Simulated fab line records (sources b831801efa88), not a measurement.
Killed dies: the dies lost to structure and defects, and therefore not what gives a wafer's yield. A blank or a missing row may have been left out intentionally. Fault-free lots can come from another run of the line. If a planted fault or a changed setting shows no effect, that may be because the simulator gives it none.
fab line records ; flow sfq-line
record: lots: 7; wafers: 21; last-day: 91
route steps=325 shown INCOMING@1 L0@3
lots untouched by any fault: they come from a run of this same line in which no faults occurred
start-h: hours from the record's first day to the start of the lot's first wafer shown ; wait-h: hours since the lot's step before ; " repeats the value in the row above ; L1.1+2: several wafers, shown together as one row ; - no value present, or no start provided ; * or withheld: withheld ; < > ~ a bound
route shown NAME@n: NAME is a module with steps in the file, n the number in the route of the first one ; usual: mean and standard deviation over wafers with no fault ; same: alike in all rows ; chamber/n: place in a boat ; sites: the reading at each site ; _std_site: standard deviation across them ; _edge_site: inner sites' mean taken away from outer sites' mean ; radius-mm: for every site, how far away it sits from the centre of the wafer ; mask NAME#n: copy n ; behind: the last tool/chamber to shape the wafer ; hold: cause of the lot's hold/its duration in hours/its outcome ; device: whichever transistor did not switch (one of n, p or np) ; end of line: the tests these same wafers got at the end of their route ; a step given without rows: its recipe and nothing more ; killed: count of dies lost to structure and defects at first sort (not the wafer's yield) ; map: shows each die of a wafer: x if killed, . if not, _ if none is there
set.NAME: the setting as run; set.NAME@STEP: as run at that earlier step ; model.NAME: the simulator's own value behind a step, which no gauge read
lots at selected steps of the route; one table per step, one row per wafer
services: when a tool's chamber went out of use (start-h, in hours from the record's first day, below 0 if earlier), for how many hours, and the reason
== steps ==
step: SFQ_INCOMING_BOW_MEAS_900
recipe: mode: bow
usual: INCOMING_BOW: 0/6.1
lot.wafer;tool;chamber;start-h;wait-h;INCOMING_BOW[um]
L626.1;film-metro-01;-;10.00;-;13
L626.3;film-metro-01;-;10.00;-;4
L626.6;film-metro-01;-;10.00;-;-1
L630.2;film-metro-01;-;30.02;-;-3
L630.3;film-metro-01;-;30.02;-;9
L630.5;film-metro-01;-;30.02;-;-2
L631.1;film-metro-02;-;35.00;-;-7
L631.2;film-metro-02;-;35.00;-;8
L631.5;film-metro-02;-;35.00;-;-1
L635.1;film-metro-01;-;55.00;-;3
L635.4;film-metro-01;-;55.00;-;12
L635.6;film-metro-01;-;55.00;-;0
L636.3;film-metro-03;-;60.04;-;5
L636.5;film-metro-03;-;60.04;-;-2
L636.6;film-metro-03;-;60.04;-;-3
L646.1;film-metro-01;-;110.00;-;-4
L646.3;film-metro-01;-;110.00;-;3
L646.5;film-metro-01;-;110.00;-;-2
L648.2;film-metro-02;-;120.02;-;3
L648.3;film-metro-02;-;120.02;-;2
L648.4;film-metro-02;-;120.02;-;6
step: SFQ_TRILAYER_INCOMING_OXIDATION_002
recipe: temp-c: 1000; ambient: H2O; target-thk-a: 5000; p-h2o-torr: 720; ox-time-s: 4759
step: SFQ_TRILAYER_L0_DEP_SPUTTER_003
recipe: material: MoNx_KI; base-pressure-pa: 1.33e-06; target-thk-nm: 40; power-w: 800; time-s: 100; chamber-pressure-pa: 0.4
usual: throttle-valve-pct: 30.4/0.86
same: time-s: 100
lot.wafer;tool;chamber;start-h;wait-h;throttle-valve-pct
L626.1;pvd-sputter-04;-;12.49;0.0;28.0
L626.3;pvd-sputter-04;-;12.49;0.0;30.9
L626.6;pvd-sputter-04;-;12.49;0.0;31.1
L630.2;pvd-sputter-04;-;32.49;0.0;27.7
L630.3;pvd-sputter-04;-;32.49;0.0;31.1
L630.5;pvd-sputter-04;-;32.49;0.0;31.2
L631.1;pvd-sputter-06;-;37.49;0.0;30.9
L631.2;pvd-sputter-06;-;37.49;0.0;29.4
L631.5;pvd-sputter-06;-;37.49;0.0;29.8
L635.1;pvd-sputter-03;-;57.49;0.0;30.4
L635.4;pvd-sputter-03;-;57.49;0.0;31.4
L635.6;pvd-sputter-03;-;57.49;0.0;30.1
L636.3;pvd-sputter-04;-;62.49;0.0;30.9
L636.5;pvd-sputter-04;-;62.49;0.0;31.4
L636.6;pvd-sputter-04;-;62.49;0.0;27.9
L646.1;pvd-sputter-06;-;112.49;0.0;29.8
L646.3;pvd-sputter-06;-;112.49;0.0;29.5
L646.5;pvd-sputter-06;-;112.49;0.0;30.8
L648.2;pvd-sputter-03;-;122.49;0.0;31.1
L648.3;pvd-sputter-03;-;122.49;0.0;30.4
L648.4;pvd-sputter-03;-;122.49;0.0;30.8
step: SFQ_L0_RS_MEAS_901
recipe: thk-meas-gauge: four-point-probe; reads: MoNx_KI_of_TRILAYER_L0_DEP_SPUTTER_003
usual: L0_MONX_KI_RS: 43.2/0.48
lot.wafer;tool;chamber;start-h;wait-h;L0_MONX_KI_RS[ohm/sq]
L626.1;film-metro-02;-;12.56;0.0;42.5
L626.3;film-metro-02;-;12.56;0.0;43.0
L626.6;film-metro-02;-;12.56;0.0;42.5
L630.2;film-metro-04;-;32.58;0.1;43.4
L630.3;film-metro-04;-;32.58;0.1;43.2
L630.5;film-metro-04;-;32.58;0.1;43.2
L631.1;film-metro-03;-;37.56;0.0;42.6
L631.2;film-metro-03;-;37.56;0.0;43.0
L631.5;film-metro-03;-;37.56;0.0;42.5
L635.1;film-metro-04;-;57.56;0.0;42.0
L635.4;film-metro-04;-;57.56;0.0;42.9
L635.6;film-metro-04;-;57.56;0.0;42.4
L636.3;film-metro-03;-;62.60;0.1;43.4
L636.5;film-metro-03;-;62.60;0.1;43.1
L636.6;film-metro-03;-;62.60;0.1;43.6
L646.1;film-metro-03;-;112.56;0.0;44.0
L646.3;film-metro-03;-;112.56;0.0;44.2
L646.5;film-metro-03;-;112.56;0.0;43.9
L648.2;film-metro-04;-;122.58;0.1;43.0
L648.3;film-metro-04;-;122.58;0.1;43.2
L648.4;film-metro-04;-;122.58;0.1;43.1
step: SFQ_L0_THK_MEAS_902
recipe: thk-meas-gauge: xrf; reads: MoNx_KI_of_TRILAYER_L0_DEP_SPUTTER_003
usual: L0_MONX_KI_THK: 40.1/0.51
lot.wafer;tool;chamber;start-h;wait-h;L0_MONX_KI_THK[nm]
L626.1;film-metro-02;-;12.68;0.1;40.8
L626.3;film-metro-02;-;12.68;0.1;40.3
L626.6;film-metro-02;-;12.68;0.1;40.7
L630.2;film-metro-04;-;32.69;0.1;40.3
L630.3;film-metro-04;-;32.69;0.1;40.5
L630.5;film-metro-04;-;32.69;0.1;40.2
L631.1;film-metro-03;-;37.68;0.1;40.6
L631.2;film-metro-03;-;37.68;0.1;40.2
L631.5;film-metro-03;-;37.68;0.1;40.9
L635.1;film-metro-04;-;57.68;0.1;41.3
L635.4;film-metro-04;-;57.68;0.1;40.5
L635.6;film-metro-04;-;57.68;0.1;40.8
L636.3;film-metro-03;-;62.70;0.1;40.0
L636.5;film-metro-03;-;62.70;0.1;39.8
L636.6;film-metro-03;-;62.70;0.1;39.6
L646.1;film-metro-03;-;112.68;0.1;39.1
L646.3;film-metro-03;-;112.68;0.1;39.2
L646.5;film-metro-03;-;112.68;0.1;39.2
L648.2;film-metro-04;-;122.69;0.1;40.5
L648.3;film-metro-04;-;122.69;0.1;40.3
L648.4;film-metro-04;-;122.69;0.1;40.6
step: SFQ_TRILAYER_L0_LITHO_COAT_010
recipe: resist: BARC; spin-rpm: 3000; resist-thk-nm: 62
step: SFQ_TRILAYER_L0_LITHO_COAT_005
recipe: resist: KrF; spin-rpm: 3000; resist-thk-nm: 600
step: SFQ_TRILAYER_L0_LITHO_SOFTBAKE_009
recipe: temp-c: withheld; time-s: withheld; resist: KrF
step: SFQ_TRILAYER_L0_LITHO_EXPOSE_006
recipe: mask-id: L0; na: 0.6; source-shape: conventional; sigma-outer: 0.65; target-cd-nm: 2000; dose-mj: 14.4
step: SFQ_TRILAYER_L0_LITHO_PEB_008
recipe: peb-temp-c: 115; peb-time-s: 60; resist: KrF
step: SFQ_TRILAYER_L0_LITHO_DEVELOP_007
recipe: time-s: 60; resist: KrF
step: SFQ_TRILAYER_L0_BARC_OPEN_METAL_ETCH_010
recipe: mask-material: PR; chemistry: O2; target-depth-nm: 125; target: BARC; icp-w: 600; bias-w: 80; pressure-mtorr: 10; time-s: 40.12
usual: bias-w: 80.01/0.24; drypump-motor-current-A: 6.0/0.5; he-backside-leak-sccm: 3.49/0.23; oes-product-au: 0.697/0.0051
same: time-s: 40.12
lot.wafer;tool;chamber;start-h;wait-h;bias-w;drypump-motor-current-A;he-backside-leak-sccm;oes-product-au;rf-hours-counter-h
L626.1;rie-metal-01;0;104.84;0.1;80.37;5.5;3.72;0.702;115
L626.3;rie-metal-01;0;104.84;0.1;79.87;5.5;3.63;0.694;-
L626.6;rie-metal-01;0;104.84;0.1;79.95;5.5;3.69;0.697;-
L630.2;rie-metal-04;1;119.24;0.1;79.79;6.2;3.26;0.703;123
L630.3;rie-metal-04;1;119.24;0.1;79.88;6.2;3.34;0.702;-
L630.5;rie-metal-04;1;119.24;0.1;79.72;6.2;3.20;0.695;-
L631.1;rie-metal-02;1;120.44;0.1;76.90;5.1;3.85;0.699;182
L631.2;rie-metal-02;0;120.44;0.1;77.36;6.3;3.15;0.695;48
L631.5;rie-metal-02;1;120.44;0.1;76.65;5.1;3.57;0.697;-
L635.1;rie-metal-02;0;137.24;0.1;77.34;6.3;3.26;0.687;50
L635.4;rie-metal-02;0;137.24;0.1;77.16;6.3;3.27;0.692;-
L635.6;rie-metal-02;0;137.24;0.1;77.05;6.3;3.16;0.695;-
L636.3;rie-metal-02;0;144.59;0.1;76.97;6.3;3.08;0.700;-
L636.5;rie-metal-02;0;144.59;0.1;76.73;6.3;3.17;0.699;-
L636.6;rie-metal-02;1;144.59;0.1;77.54;5.1;3.65;0.703;-
L646.1;rie-metal-04;0;208.59;0.1;80.15;6.2;3.43;0.710;27
L646.3;rie-metal-04;0;208.59;0.1;79.88;6.2;3.34;0.697;-
L646.5;rie-metal-04;1;208.59;0.1;79.69;6.2;3.45;0.695;-
L648.2;rie-metal-02;0;224.33;0.1;79.50;6.3;3.21;0.700;-
L648.3;rie-metal-02;0;224.33;0.1;79.80;6.3;3.24;0.698;-
L648.4;rie-metal-02;0;224.33;0.1;79.78;6.3;3.36;0.694;-
step: SFQ_TRILAYER_L0_ETCH_METAL_ETCH_008
recipe: target: MoNx_KI; stop-on: SiO2; mask-material: PR; chemistry: SF6/O2; target-depth-nm: 50; icp-w: 600; bias-w: 80; pressure-mtorr: 10; time-s: 25
usual: bias-w: 79.97/0.24; drypump-motor-current-A: 6.0/0.5; he-backside-leak-sccm: 3.5/0.36; oes-product-au: 0.876/0.007
same: time-s: 25
lot.wafer;tool;chamber;start-h;wait-h;bias-w;drypump-motor-current-A;he-backside-leak-sccm;oes-product-au;rf-hours-counter-h
L626.1;rie-metal-01;0;104.90;0.0;79.74;5.5;3.6;0.887;115
L626.3;rie-metal-01;0;104.90;0.0;80.09;5.5;3.6;0.875;-
L626.6;rie-metal-01;0;104.90;0.0;79.93;5.5;3.7;0.880;-
L630.2;rie-metal-04;1;119.30;0.0;80.15;6.2;3.3;0.864;124
L630.3;rie-metal-04;1;119.30;0.0;80.37;6.2;3.2;0.887;-
L630.5;rie-metal-04;1;119.30;0.0;79.94;6.2;3.2;0.879;-
L631.1;rie-metal-02;1;120.50;0.0;79.78;5.0;4.0;0.884;182
L631.2;rie-metal-02;0;120.50;0.0;80.00;6.3;3.2;0.879;48
L631.5;rie-metal-02;1;120.50;0.0;79.70;5.0;3.7;0.882;-
L635.1;rie-metal-02;0;137.30;0.0;79.94;6.3;3.2;0.890;50
L635.4;rie-metal-02;0;137.30;0.0;79.68;6.3;3.2;0.882;-
L635.6;rie-metal-02;0;137.30;0.0;80.02;6.3;3.3;0.884;-
L636.3;rie-metal-02;0;144.64;0.0;80.11;6.3;2.9;0.869;-
L636.5;rie-metal-02;0;144.64;0.0;79.86;6.3;3.0;0.878;-
L636.6;rie-metal-02;1;144.64;0.0;79.84;5.1;3.7;0.872;-
L646.1;rie-metal-04;0;208.65;0.0;79.82;6.1;3.3;0.864;27
L646.3;rie-metal-04;0;208.65;0.0;80.05;6.2;3.5;0.871;-
L646.5;rie-metal-04;1;208.65;0.0;79.92;6.3;3.4;0.873;-
L648.2;rie-metal-02;0;224.45;0.1;80.29;6.3;3.2;0.876;-
L648.3;rie-metal-02;0;224.45;0.1;80.36;6.3;3.1;0.872;-
L648.4;rie-metal-02;0;224.45;0.1;80.07;6.3;3.2;0.876;-
== services ==
tool;chamber;start-h;hours;kind
pvd-sputter-06;-;-8.33;1.8;repair
rie-metal-04;0;-3.21;-;clean
rie-metal-04;0;-3.21;-;consumable-replace:focus-ring
rie-metal-04;0;-3.21;16.5;scheduled-down
rie-metal-04;0;-3.21;16.5;vent-cycle
pvd-sputter-04;-;39.09;3.5;repair
rie-metal-01;-;39.40;0.4;repair
pvd-sputter-06;-;52.23;3.9;repair
pvd-sputter-04;-;55.29;4.8;repair
rie-metal-01;-;55.76;1.0;repair
rie-metal-04;0;65.64;2.4;repair
pvd-sputter-04;-;65.84;5.5;repair
rie-metal-01;1;70.16;-;clean
rie-metal-01;1;70.16;-;consumable-replace:focus-ring
rie-metal-01;1;70.16;24.1;scheduled-down
rie-metal-01;1;70.16;24.1;vent-cycle
rie-metal-02;-;109.59;1.4;pm
pvd-sputter-03;-;129.98;1.9;repair
pvd-sputter-06;-;148.90;0.6;repair
rie-metal-02;1;216.35;-;clean
rie-metal-02;1;216.35;18.2;scheduled-down
rie-metal-02;1;216.35;18.2;vent-cycle
== key ==
first-sign: step: SFQ_TRILAYER_L0_BARC_OPEN_METAL_ETCH_010; reading: bias-w; direction: down; sigmas: 12; usual: 80.01; struck: 77.08
effect none on later readings
met-at SFQ_TRILAYER_L0_BARC_OPEN_METAL_ETCH_010
struck-wafers L631.1,L631.2,L631.5,L635.1,L635.4,L635.6,L636.3,L636.5,L636.6
fault: kind: process-parameter-drift; tool: rie-metal-02; chamber: -; onset-h: 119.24; steps: SFQ_TRILAYER_L0_BARC_OPEN_METAL_ETCH_010; channel: bias-w; offset: -2.8027; shape: step; end-h: 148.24; acts-in: these-recipes-only; stated: 80
